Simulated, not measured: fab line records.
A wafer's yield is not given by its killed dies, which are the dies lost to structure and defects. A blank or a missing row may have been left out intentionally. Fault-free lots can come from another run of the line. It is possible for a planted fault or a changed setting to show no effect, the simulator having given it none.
What tool caused it? -- flow sky130 -- 12 lots, 36 wafers sampled, at 1 step of a route of 708

== WHAT THE GAUGES SHOWED, per wafer ==
SKY_LOCAL_INTERCONNECT_OVL_MEAS_12. Usual: LOCAL_INTERCONNECT_OVL -3 nm, standard deviation 4.6.
lot,measured,on,LOCAL_INTERCONNECT_OVL (nm),flag
L460,day 29 18:10,overlay-02,-5 -2 -1,
L468,day 32 16:32,overlay-01,4 -1 2,
L471,day 33 17:55,overlay-01,-1 -1 -1,
L473,day 34 09:49,overlay-02,3 -9 0,
L474,day 34 16:16,overlay-02,-10 -10 -5,
L475,day 35 04:01,overlay-02,4 -4 4,
L477,day 36 10:11,overlay-01,-4 -6 -7,
L478,day 36 18:06,overlay-01,1 -4 0,
L479,day 36 23:00,overlay-01,-8 -10 -9,
L481,day 37 13:20,overlay-01,-10 -12 -13,
L480,day 37 14:22,overlay-02,2 5 4,
L483,day 39 06:23,overlay-02,7 -1 -5,

== WHICH TOOL RAN EACH LOT (tool, then ch and the chambers of the sampled wafers, then the start) ==
Record: no process step prior to these readings.

== AS READ BY THE TOOLS THEMSELVES (means over the sampled wafers that have a number; for cases with no such wafer, the mark the record gives instead) ==
The record holds no such reading with a usual standard deviation.

== THE ANSWER, worked out from the rows above alone ==
Rule: take the mean of a lot's wafers that have a number; if it is more than 3 standard deviations from the usual mean, the lot is off. A lot without any number at a reading at which 4 lots or more have one is off too. The other lots that the step has rows for count as sound. Order of review: gauges by route order, followed by the tools' own readings, for which a lot's mean as printed above is used. The first step at which some lot is off is used, and at that step the reading that is off furthest; a lot without a number counts as furthest.
No lot is off on any of the readings shown, so nothing can be concluded from this.

== WHAT THE SIMULATOR HAD PUT IN ==
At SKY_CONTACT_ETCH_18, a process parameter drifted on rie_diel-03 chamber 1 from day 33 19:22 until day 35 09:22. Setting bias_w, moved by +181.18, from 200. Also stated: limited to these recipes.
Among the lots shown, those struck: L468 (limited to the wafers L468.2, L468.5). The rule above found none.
